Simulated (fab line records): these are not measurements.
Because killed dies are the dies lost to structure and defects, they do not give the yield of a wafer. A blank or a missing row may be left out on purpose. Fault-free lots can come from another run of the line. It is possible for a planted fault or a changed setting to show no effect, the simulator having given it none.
Split-lot experiment || flow sfq_line || on a route of 325 steps: 5 lots, 23 wafers read

## ON THE SPLIT
At SFQ_TRILAYER_JJ_CE_LITHO_PEB_117 (peb time 60 s), the setting peb_temp_c was moved away from the recipe's 115 C on 5 of the 23 wafers read, by -3.1% to -3.0%. This setting was run at the recipe's value on the other wafers.

## SPLIT TO READING: what lies between them in the file, 1 step
- SFQ_TRILAYER_JJ_CE_LITHO_DEVELOP_116: time 60 s

## THE READING
cd_nm, in nm, at SFQ_TRILAYER_JJ_CE_METRO_MEASURE_117. On this fab line, fault-free wafers typically give 699.6 nm with a standard deviation of 1.4 nm.

{"wafer": "L074.2", "tool, chamber at the split": "litho_track-02, 0", "peb_temp_c as run, C": 115, "against the recipe": "recipe", "cd_nm, nm": 700.1, "against lot-mates on the recipe": "-"}
{"wafer": "L074.3", "tool, chamber at the split": "litho_track-02, 0", "peb_temp_c as run, C": 115, "against the recipe": "recipe", "cd_nm, nm": 701.0, "against lot-mates on the recipe": "-"}
{"wafer": "L074.4", "tool, chamber at the split": "litho_track-02, 0", "peb_temp_c as run, C": 115, "against the recipe": "recipe", "cd_nm, nm": 700.0, "against lot-mates on the recipe": "-"}
{"wafer": "L074.5", "tool, chamber at the split": "litho_track-02, 0", "peb_temp_c as run, C": 115, "against the recipe": "recipe", "cd_nm, nm": 700.1, "against lot-mates on the recipe": "-"}
{"wafer": "L074.6", "tool, chamber at the split": "litho_track-02, 0", "peb_temp_c as run, C": 115, "against the recipe": "recipe", "cd_nm, nm": 700.0, "against lot-mates on the recipe": "-"}
{"wafer": "L075.1", "tool, chamber at the split": "litho_track-04, 0", "peb_temp_c as run, C": 115, "against the recipe": "recipe", "cd_nm, nm": 700.9, "against lot-mates on the recipe": "-"}
{"wafer": "L075.3", "tool, chamber at the split": "litho_track-04, 0", "peb_temp_c as run, C": 115, "against the recipe": "recipe", "cd_nm, nm": 700.7, "against lot-mates on the recipe": "-"}
{"wafer": "L075.4", "tool, chamber at the split": "litho_track-04, 0", "peb_temp_c as run, C": 115, "against the recipe": "recipe", "cd_nm, nm": 701.9, "against lot-mates on the recipe": "-"}
{"wafer": "L075.5", "tool, chamber at the split": "litho_track-04, 0", "peb_temp_c as run, C": 115, "against the recipe": "recipe", "cd_nm, nm": 702.1, "against lot-mates on the recipe": "-"}
{"wafer": "L075.6", "tool, chamber at the split": "litho_track-04, 0", "peb_temp_c as run, C": 115, "against the recipe": "recipe", "cd_nm, nm": 700.8, "against lot-mates on the recipe": "-"}
{"wafer": "L078.1", "tool, chamber at the split": "litho_track-03, 0", "peb_temp_c as run, C": 115, "against the recipe": "recipe", "cd_nm, nm": 700.3, "against lot-mates on the recipe": "-"}
{"wafer": "L078.2", "tool, chamber at the split": "litho_track-03, 0", "peb_temp_c as run, C": 115, "against the recipe": "recipe", "cd_nm, nm": 699.5, "against lot-mates on the recipe": "-"}
{"wafer": "L078.6", "tool, chamber at the split": "litho_track-03, 0", "peb_temp_c as run, C": 115, "against the recipe": "recipe", "cd_nm, nm": 700.8, "against lot-mates on the recipe": "-"}
{"wafer": "L080.1", "tool, chamber at the split": "litho_track-04, 0", "peb_temp_c as run, C": 111.4, "against the recipe": "-3.1%", "cd_nm, nm": 775.8, "against lot-mates on the recipe": "+75.3"}
{"wafer": "L080.2", "tool, chamber at the split": "litho_track-04, 0", "peb_temp_c as run, C": 115, "against the recipe": "recipe", "cd_nm, nm": 700.3, "against lot-mates on the recipe": "-"}
{"wafer": "L080.4", "tool, chamber at the split": "litho_track-04, 0", "peb_temp_c as run, C": 111.4, "against the recipe": "-3.1%", "cd_nm, nm": 775.3, "against lot-mates on the recipe": "+74.8"}
{"wafer": "L080.5", "tool, chamber at the split": "litho_track-04, 0", "peb_temp_c as run, C": 111.4, "against the recipe": "-3.1%", "cd_nm, nm": 775.0, "against lot-mates on the recipe": "+74.5"}
{"wafer": "L080.6", "tool, chamber at the split": "litho_track-04, 0", "peb_temp_c as run, C": 115, "against the recipe": "recipe", "cd_nm, nm": 700.6, "against lot-mates on the recipe": "-"}
{"wafer": "L084.1", "tool, chamber at the split": "litho_track-03, 0", "peb_temp_c as run, C": 115, "against the recipe": "recipe", "cd_nm, nm": 701.7, "against lot-mates on the recipe": "-"}
{"wafer": "L084.3", "tool, chamber at the split": "litho_track-03, 0", "peb_temp_c as run, C": 115, "against the recipe": "recipe", "cd_nm, nm": 701.7, "against lot-mates on the recipe": "-"}
{"wafer": "L084.4", "tool, chamber at the split": "litho_track-03, 0", "peb_temp_c as run, C": 111.6, "against the recipe": "-3.0%", "cd_nm, nm": 772.8, "against lot-mates on the recipe": "+71.3"}
{"wafer": "L084.5", "tool, chamber at the split": "litho_track-03, 0", "peb_temp_c as run, C": 115, "against the recipe": "recipe", "cd_nm, nm": 701.1, "against lot-mates on the recipe": "-"}
{"wafer": "L084.6", "tool, chamber at the split": "litho_track-03, 0", "peb_temp_c as run, C": 111.6, "against the recipe": "-3.0%", "cd_nm, nm": 773.0, "against lot-mates on the recipe": "+71.5"}

THE FIT
A straight line over all 23 wafers: cd_nm changes by -24 nm for each +1% of peb_temp_c; r = -1.00; the points scatter about the line by 0.79 nm.
The same after taking each lot's own level away (the mean of its wafers on the recipe; 23 wafers): -24 nm for each +1%; r = -1.00; scatter 0.46 nm.
That fit puts the effect of the largest move of peb_temp_c on the reading at 75 nm.
From 700.20 to 701.50 nm: that is the span of the lots' own levels, equal to 0.9 times the standard deviation above.
Hence the lot-to-lot level has little effect on the slope; both slopes agree.
Check: for one of the wafers moved furthest among these (-3.1%), held out of the fit, the line's prediction against its lot-mates is +75.1 nm. Against them it came out at +75.3 nm.

## FURTHER SPLITS ON THESE WAFERS
Before the reading, these wafers also passed through other splits. Each is held against what the fit with the lots' levels taken away leaves over:
{"other split on the same wafers": "SFQ_TRILAYER_I4_VIA_BARC_OPEN_VIA_ETCH_146 time_s", "wafers away from the commonest value": 6, "r with cd_nm (lot level and that fit taken away)": "+0.09"}
{"other split on the same wafers": "SFQ_TRILAYER_JJ_TRILAYER_DEP_SPUTTER_109 power_w", "wafers away from the commonest value": 9, "r with cd_nm (lot level and that fit taken away)": "+0.09"}
{"other split on the same wafers": "SFQ_TRILAYER_JJ_TRILAYER_DEP_SPUTTER_112 time_s", "wafers away from the commonest value": 5, "r with cd_nm (lot level and that fit taken away)": -0.10}

## THE WHOLE CHAIN: every reading that the file lists as answering this split, in the file's order
{"step": "SFQ_TRILAYER_JJ_CE_METRO_MEASURE_117", "what it does": "", "reading": "cd_nm", "change (the file's fit)": "-24 nm for each +1% of the setting", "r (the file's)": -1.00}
{"step": "SFQ_TRILAYER_JJ_CE_BARC_OPEN_RIE_150", "what it does": "chemistry O2, target BARC, target depth 240 nm, time 80 s", "reading": "JJ.cd_nm (the simulator's own value, which no gauge read)", "change (the file's fit)": "-24.2 nm for each +1% of the setting", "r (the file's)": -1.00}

## THE FILE'S OWN FIT
cd_nm changes by -24 nm for each +1% of peb_temp_c, r = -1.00.
